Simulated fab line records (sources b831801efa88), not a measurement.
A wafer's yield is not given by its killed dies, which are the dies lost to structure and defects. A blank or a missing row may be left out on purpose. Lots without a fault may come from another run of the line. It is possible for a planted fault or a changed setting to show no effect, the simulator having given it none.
Comparing a struck lot with a sound one / flow gf180mcu / 36 out of 602 route steps
Sound: wafers L624.1, L624.2, L624.6. Struck: wafer L631.4. (L631.3, L631.6 of the same lot were not struck and are left out.) The cause comes at the end.
Per side, at each step with rows, come the tool, then ch with its chambers, and then its first start. Under that, the readings that differ: sound wafers / struck wafers / difference of the means / sigmas: that difference in standard deviations of wafers without a fault.
alike: a reading whose means differ by less than 2 such deviations, as well as words and numbers matching on both sides. not compared: withheld readings; readings where some wafer has no value; bounds like >300 that might hide an equal value; numbers whose values overlap and for which the record gives no deviation.
A row with sigmas, a row that says differs or no value, or rows on one side alone: a step with any of these is where the two part. Numbers that have no deviation but don't overlap get no sigmas and don't part them. A reading missing from all wafers of one side parts the sides only when that side holds two or more wafers.

first, 2 steps without rows for these wafers: GF_M1_PEB_12 (peb time 90 s); GF_M1_DEVELOP_13 (develop time 60 s).
GF_M1_CD_MEAS_14 targets a cd of 230 nm.
  sound on cd sem-02 at day 20 00:45; struck on cd sem-02 at day 22 13:08
  alike: cd nm
GF_M1_OVL_MEAS_15:
  sound on overlay-02 at day 20 00:52; struck on overlay-01 at day 22 13:14
  alike: M1_OVL
then, 5 steps without rows for these wafers: GF_M1_METAL_ETCH_16 (etches the open film in Cl2/BCl3, stops on SiO2, target depth 627.5 nm, time 108 s); GF_M1_STRIP_17 (strips in O2/N2); GF_M1_STRIP_18 (strips in post etch residue remover, time 1200 s); GF_M1_CLEAN_19 (cleans in DIW); GF_V1_CVD_00 (deposits SiO2, target thk 600 nm, time 100 s).
GF_V1_THK_MEAS_01:
  sound on film metro-01 at day 20 01:40; struck on film metro-04 at day 22 14:02
  alike: V1_CVD_00_THK
GF_V1_CVD_02: deposits SiO2 from TEOS, target thk 850 nm, time 94.851 s.
  sound on pecvd-02 ch 0,2, day 20 01:44; struck on pecvd-02 ch 1, day 22 14:04
  alike: heater power w
GF_V1_THK_MEAS_03:
  sound on film metro-04 at day 20 01:48; struck on film metro-03 at day 22 14:10
  alike: V1_CVD_02_THK
GF_V1_CMP_04: polishes SiO2.
  sound on cmp-01 ch 0,1,3, day 20 01:55; struck on cmp-02 ch 0, day 22 14:18
reading=time to endpoint s (s); sound=78 77 79; struck=17; difference=-61; sigmas=-12
reading=model.SiO2_of_V1_CVD_02.thk nm (nm); sound=632.8 632.3 633.1; struck=788.8; difference=+156.1; sigmas=
  alike: motor current A, slurry flow ml min
GF_V1_BOW_MEAS_05:
  sound on film metro-01 at day 20 02:10; struck on film metro-01 at day 22 14:50
  not compared: hold, V1_BOW
then, 7 steps without rows for these wafers: GF_V1_HMDS_07 (prime time 60 s); GF_V1_COAT_08; GF_V1_COAT_09 (resist thk 1000 nm); GF_V1_SOFTBAKE_10 (time 60 s); GF_V1_EXPOSE_11 (exposes mask Via1, target cd 260 nm); GF_V1_PEB_12 (peb time 90 s); GF_V1_DEVELOP_13 (develop time 60 s).
GF_V1_CD_MEAS_14 targets a cd of 260 nm.
  sound on cd sem-01 at day 21 02:19; struck on cd sem-02 at day 23 13:04
  alike: cd nm
GF_V1_OVL_MEAS_15:
  sound on overlay-01 at day 21 02:26; struck on overlay-02 at day 23 13:09
  alike: V1_OVL
GF_V1_ETCH_16: etches BARC in N2/H2.
  sound on rie diel-02 ch 0,1,3, day 21 02:28; struck on rie diel-02 ch 2, day 23 13:10
  alike: chamber pressure mTorr, drypump motor current A, n2 flow sccm, oes product au, throttle valve pct
GF_V1_ETCH_17: etches SiO2 in C4F8/O2/Ar, stops on TiN, target depth 630 nm.
  sound: rie diel-02 ch 0,1,3; struck: rie diel-02 ch 2
reading=chamber pressure mTorr (mTorr); sound=40.01 40.08 39.98; struck=39.92; difference=-0.10; sigmas=-3
reading=oes product au (a.u.); sound=0.859 0.860 0.861; struck=0.971; difference=+0.111; sigmas=+24
reading=model.etch.depth nm (nm); sound=632.8 632.3 633.1; struck=788.8; difference=+156.1; sigmas=
reading=model.V1.feature depth nm (nm); sound=632.8 632.3 633.1; struck=788.8; difference=+156.1; sigmas=
then, 4 steps without rows for these wafers: GF_V1_STRIP_18 (strips in O2/N2); GF_V1_STRIP_19 (strips in post etch residue remover, time 1200 s); GF_V1_CLEAN_20 (cleans in DIW); GF_V1_SPUTTER_21 (material Ti, target thk 15 nm, time 80.02 s).
GF_V1_SPUTTER_22: material TiN, target thk 10 nm, time 40 s.
  sound on pvd sputter-04 at day 21 03:32; struck on pvd sputter-01 at day 23 13:54
  alike: throttle valve pct
GF_V1_CVD_23: deposits W, target thk 350 nm, time 105.05 s.
  sound on cvd w-02 ch 0,1, day 21 03:34; struck on cvd w-02 ch 1, day 23 13:58
  alike: heater power w
GF_V1_RS_MEAS_24: uses a four-point probe to measure.
  sound on film metro-04 at day 21 03:41; struck on film metro-04 at day 23 14:05
  alike: V1_W_RS
GF_V1_THK_MEAS_25: measures by xrf.
  sound on film metro-04 at day 21 03:49; struck on film metro-04 at day 23 14:11
  alike: V1_W_THK
GF_V1_CMP_26: polishes, stops on SiO2, t overpolish 15 s, target thk 0 nm.
  sound on cmp-01 ch 0,1, day 21 03:52; struck on cmp-02 ch 3, day 23 14:14
reading=model.SiO2_of_V1_CVD_02.thk nm (nm); sound=629.1 628.5 629.3; struck=785.1; difference=+156.1; sigmas=
  alike: motor current A, slurry flow ml min
GF_M2_SPUTTER_00: material Ti, target thk 37.5 nm, time 150 s.
  sound on pvd sputter-03 at day 21 04:10; struck on pvd sputter-03 at day 23 14:32
  alike: throttle valve pct
-- the record jumps here: 9 days lie between the struck wafers' starts before and after (it left off in module M2 and takes up again in module PASSIVATION, whose first step shown is number 602 of the route) --
GF_PASSIVATION_PROBE_99:
  sound on prober-02 at day 31 07:54; struck on prober-01 at day 33 01:25
reading=hold; sound=- - -; struck=await dispo/2.0h/release; difference=no value on the sound wafers; sigmas=
reading=model.etest.via1 chain.rc ohm; sound=6.596 6.3 6.079; struck=7.68; difference=+1.35; sigmas=
reading=model.etest.met2 comb.leak log10 a um; sound=-11.85 -12.06 -11.97; struck=-11.09; difference=+0.87; sigmas=

WHERE THEY PART
At GF_V1_CMP_04 first; at GF_PASSIVATION_PROBE_99 last (within this record only).

WHY: whatever the simulator had introduced
cmp-02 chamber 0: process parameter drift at GF_V1_CMP_04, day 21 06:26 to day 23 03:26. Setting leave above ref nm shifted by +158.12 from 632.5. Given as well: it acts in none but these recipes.
